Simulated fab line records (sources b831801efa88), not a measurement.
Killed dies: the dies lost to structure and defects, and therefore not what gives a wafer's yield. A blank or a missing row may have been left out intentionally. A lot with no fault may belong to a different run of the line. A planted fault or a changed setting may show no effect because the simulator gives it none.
Chamber matching :: flow sky130 :: SKY_VIA3_CMP_02 on cmp-02 has 4 sister chambers
The step polishes SiO2. 4 wafers are shown with their chamber, then 12 later ones without.

## WAFERS, EACH WITH ITS CHAMBER
wafer: L088.2
chamber: 0
motor-current-A (A): 13.4

wafer: L088.4
chamber: 1
motor-current-A (A): 12.8

wafer: L090.1
chamber: 3
motor-current-A (A): 12.8

wafer: L090.6
chamber: 2
motor-current-A (A): 11.4

## WAFERS WITHOUT THEIR CHAMBER
wafer: L093.1
motor-current-A (A): 11.6

wafer: L093.2
motor-current-A (A): 13.2

wafer: L093.5
motor-current-A (A): 11.6

wafer: L095.2
motor-current-A (A): 11.0

wafer: L095.3
motor-current-A (A): 12.4

wafer: L095.5
motor-current-A (A): 10.7

wafer: L096.2
motor-current-A (A): 12.9

wafer: L096.3
motor-current-A (A): 11.1

wafer: L096.5
motor-current-A (A): 12.7

wafer: L097.1
motor-current-A (A): 14.2

wafer: L097.5
motor-current-A (A): 11.2

wafer: L097.6
motor-current-A (A): 12.2

## WHICH CHAMBER EACH ONE RAN IN
wafer: L093.1
from the rows above: 2
in truth: 2

wafer: L093.2
from the rows above: can't be placed: 0 or 1 or 3
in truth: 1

wafer: L093.5
from the rows above: 2
in truth: 2

wafer: L095.2
from the rows above: 2
in truth: 2

wafer: L095.3
from the rows above: can't be placed: 1 or 3 or 0 or 2
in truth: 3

wafer: L095.5
from the rows above: 2
in truth: 2

wafer: L096.2
from the rows above: can't be placed: 1 or 3 or 0
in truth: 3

wafer: L096.3
from the rows above: 2
in truth: 2

wafer: L096.5
from the rows above: can't be placed: 1 or 3 or 0
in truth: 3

wafer: L097.1
from the rows above: can't be placed: 0 or 1 or 3
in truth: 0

wafer: L097.5
from the rows above: 2
in truth: 2

wafer: L097.6
from the rows above: can't be placed: 1 or 3 or 2 or 0
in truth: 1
Correctly placed: 6 of 12. Not placeable from these rows: 6 (in 6, the candidates include the true chamber). Number placed wrongly: 0.
How it was worked out, from the rows above alone: a wafer's distance from a chamber is the root of the sum, over the readings, of the square of ((its reading less the chamber's mean) divided by the reading's scatter). If the next closest chamber is less than 2 further off than the closest, the wafer can't be placed; otherwise it belongs to the closest. Each chamber's mean is taken over the wafers shown for it. The scatter (one wafer shown for each chamber): square how far every hidden wafer sits from the nearest shown wafer, average those squares and take the square root.
